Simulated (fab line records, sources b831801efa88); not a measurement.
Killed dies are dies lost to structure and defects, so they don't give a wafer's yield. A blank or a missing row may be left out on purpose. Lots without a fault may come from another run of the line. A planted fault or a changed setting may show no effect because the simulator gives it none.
Which tool did it? | flow sky130 | 15 lots, 45 wafers sampled, at 3 steps of a route of 708

WHAT THE GAUGES READ, wafer by wafer
The record holds no reading of a measuring or inspecting step that can be judged against a usual standard deviation.

WHICH TOOL RAN EACH LOT (tool, then ch and the chambers of the sampled wafers, then the start)
lot  | SKY_RES_PROTECT_COAT_02           | SKY_RES_PROTECT_STRIP_07             | SKY_PAD_OPEN_PROBE_99
L383 | litho_track-02 ch 0, day 14 07:08 | plasma_asher-03 ch 0,1, day 14 21:18 | prober-01, day 45 11:07
L384 | litho_track-03 ch 0, day 14 13:44 | plasma_asher-02 ch 0, day 15 03:06   | prober-02, day 45 16:28
L386 | litho_track-02 ch 0, day 15 09:53 | plasma_asher-03 ch 0,1, day 15 23:48 | -
L387 | litho_track-01 ch 0, day 15 16:48 | plasma_asher-02 ch 0,1, day 16 07:12 | -
L388 | litho_track-03 ch 0, day 16 01:44 | plasma_asher-03 ch 0,1, day 16 16:15 | -
L389 | litho_track-02 ch 0, day 16 12:35 | plasma_asher-03 ch 0,1, day 17 03:36 | prober-01, day 48 02:31
L390 | litho_track-02 ch 0, day 16 18:42 | plasma_asher-03 ch 0,1, day 17 08:58 | -
L391 | litho_track-01 ch 0, day 17 01:39 | plasma_asher-04 ch 0,1, day 17 16:15 | -
L392 | litho_track-02 ch 0, day 17 18:08 | plasma_asher-03 ch 0,1, day 18 07:44 | prober-01, day 48 09:09
L393 | litho_track-02 ch 0, day 17 23:14 | plasma_asher-02 ch 0,1, day 18 12:27 | -
L394 | litho_track-01 ch 0, day 18 11:21 | plasma_asher-03 ch 0,1, day 19 00:21 | -
L401 | litho_track-01 ch 0, day 22 09:37 | plasma_asher-03 ch 0,1, day 23 01:17 | prober-02, day 50 15:05
L400 | litho_track-01 ch 0, day 22 11:18 | plasma_asher-03 ch 0,1, day 23 02:51 | prober-01, day 50 18:18
L403 | litho_track-01 ch 0, day 22 12:54 | plasma_asher-02 ch 0,1, day 23 04:12 | prober-02, day 50 19:01
L402 | litho_track-02 ch 0, day 22 13:02 | plasma_asher-03 ch 0,1, day 23 04:26 | prober-01, day 50 22:20
- SKY_RES_PROTECT_COAT_02: resist thk 1140 nm.
- SKY_RES_PROTECT_STRIP_07: strips in O2/N2.
- SKY_PAD_OPEN_PROBE_99

WHAT THE TOOLS THEMSELVES READ (means of the sampled wafers that have a number; where no wafer has one, the mark that the record gives instead)
SKY_RES_PROTECT_COAT_02.
lot  | tool           | chill_plate_temp_C (C) | spin_speed_rpm (rpm)
L383 | litho_track-02 | 23.21                  | 3001.4
L384 | litho_track-03 | 23.13                  | 2999.1
L386 | litho_track-02 | 23.01                  | 3002.0
L387 | litho_track-01 | 23.01                  | 3001.3
L388 | litho_track-03 | 23.08                  | 3000.3
L389 | litho_track-02 | 22.97                  | 2998.7
L390 | litho_track-02 | 22.94                  | 2998.6
L391 | litho_track-01 | 22.98                  | 2999.9
L392 | litho_track-02 | 22.91                  | 2996.9
L393 | litho_track-02 | 23.14                  | 3000.4
L394 | litho_track-01 | 23.08                  | 2999.2
L401 | litho_track-01 | 22.91                  | 2910.9
L400 | litho_track-01 | 23.03                  | 2913.3
L403 | litho_track-01 | 23.09                  | 2912.7
L402 | litho_track-02 | 23.02                  | 3000.2

SKY_RES_PROTECT_STRIP_07.
lot  | tool            | drypump_motor_current_A (A) | o2_flow_sccm (sccm) | oes_product_au (a.u.) | strip_time_to_endpoint_s (s)
L383 | plasma_asher-03 | 5.4                         | 3003                | 0.525                 | 23.34
L384 | plasma_asher-02 | 5.4                         | 3005                | 0.517                 | 23.24
L386 | plasma_asher-03 | 5.4                         | 2995                | 0.522                 | 23.27
L387 | plasma_asher-02 | 5.3                         | 2999                | 0.519                 | 23.31
L388 | plasma_asher-03 | 5.3                         | 2999                | 0.521                 | 23.34
L389 | plasma_asher-03 | 5.4                         | 2997                | 0.516                 | 23.31
L390 | plasma_asher-03 | 5.4                         | 2996                | 0.521                 | 23.29
L391 | plasma_asher-04 | 5.9                         | 3011                | 0.519                 | 23.31
L392 | plasma_asher-03 | 5.5                         | 2986                | 0.514                 | 23.30
L393 | plasma_asher-02 | 5.3                         | 3000                | 0.517                 | 23.28
L394 | plasma_asher-03 | 5.5                         | 3001                | 0.515                 | 23.25
L401 | plasma_asher-03 | 5.5                         | 3000                | 0.516                 | 23.51
L400 | plasma_asher-03 | 5.4                         | 3002                | 0.516                 | 23.51
L403 | plasma_asher-02 | 5.3                         | 2997                | 0.522                 | 23.47
L402 | plasma_asher-03 | 5.3                         | 3004                | 0.516                 | 23.36

SKY_PAD_OPEN_PROBE_99.
lot  | tool      | killed_at_M0_to_M3 | killed_at_M4_up | killed_at_contacts | killed_at_front_end | killed_at_other | killed_dies | killed_on_rim | killed_open | killed_short
L383 | prober-01 | 40                 | 2.0             | 22                 | 15                  | 0.3             | 79          | 16            | 43          | 37
L384 | prober-02 | 44                 | 2.0             | 24                 | 16                  | 0.0             | 86          | 16            | 48          | 38
L389 | prober-01 | 43                 | 6.7             | 26                 | 15                  | 0.3             | 91          | 16            | 46          | 45
L392 | prober-01 | 51                 | 3.0             | 24                 | 19                  | 0.3             | 97          | 18            | 53          | 44
L401 | prober-02 | 41                 | 3.7             | 21                 | 14                  | 0.0             | 79          | 13            | 43          | 36
L400 | prober-01 | 49                 | 2.0             | 19                 | 19                  | 0.0             | 89          | 17            | 48          | 41
L403 | prober-02 | 40                 | 5.0             | 27                 | 16                  | 0.3             | 88          | 18            | 48          | 40
L402 | prober-01 | 43                 | 1.7             | 24                 | 13                  | 0.0             | 81          | 18            | 45          | 36

THE ANSWER, worked out from the rows above alone
Rule: what is usual is taken from the lots themselves. Put in order of their means at a reading, lots are off if they are a third of the lots or fewer, leave a main group of 4 or more, and stand apart from it by a gap of 3 or more times the standard deviation of the main group's means; of several such gaps the widest counts. A main group whose means are all the same, to the digits that the tables above print for the reading, isn't used. A lot without any number at a reading at which 4 lots or more have one is off too. The other lots that the step has rows for count as sound. The gauges are gone through in route order, then the tools' own readings, and for those a lot's mean is taken as printed above. The first step at which some lot is off is used, and at that step the reading that is off furthest; a lot without a number counts as furthest.
Off: L401, L400, L403, at SKY_RES_PROTECT_COAT_02 (spin_speed_rpm). The main group: mean 2999.8 rpm, standard deviation 1.4.
A tool fits if, at that step or a process step before it, it ran every lot that is off, and no sound lot after the first of them. One fits: litho_track-01 at SKY_RES_PROTECT_COAT_02. Its last sound lot is L394 (day 18 11:21), its first lot that is off L401 (day 22 09:37): a fault that began between those two fits.
The tool's own readings at SKY_RES_PROTECT_COAT_02 bear it out: on the lots that are off they differ by more than 5 times the standard deviation of the sound lots' means. spin_speed_rpm reads 2912.3 rpm there against 2999.8 rpm on the sound lots.

WHAT THE SIMULATOR HAD PUT IN
Process parameter drift: litho_track-01, from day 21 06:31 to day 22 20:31, at SKY_RES_PROTECT_COAT_02. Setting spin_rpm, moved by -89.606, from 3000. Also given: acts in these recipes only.
Lots struck among those shown: L401, L400, L403. The rule above found the same.
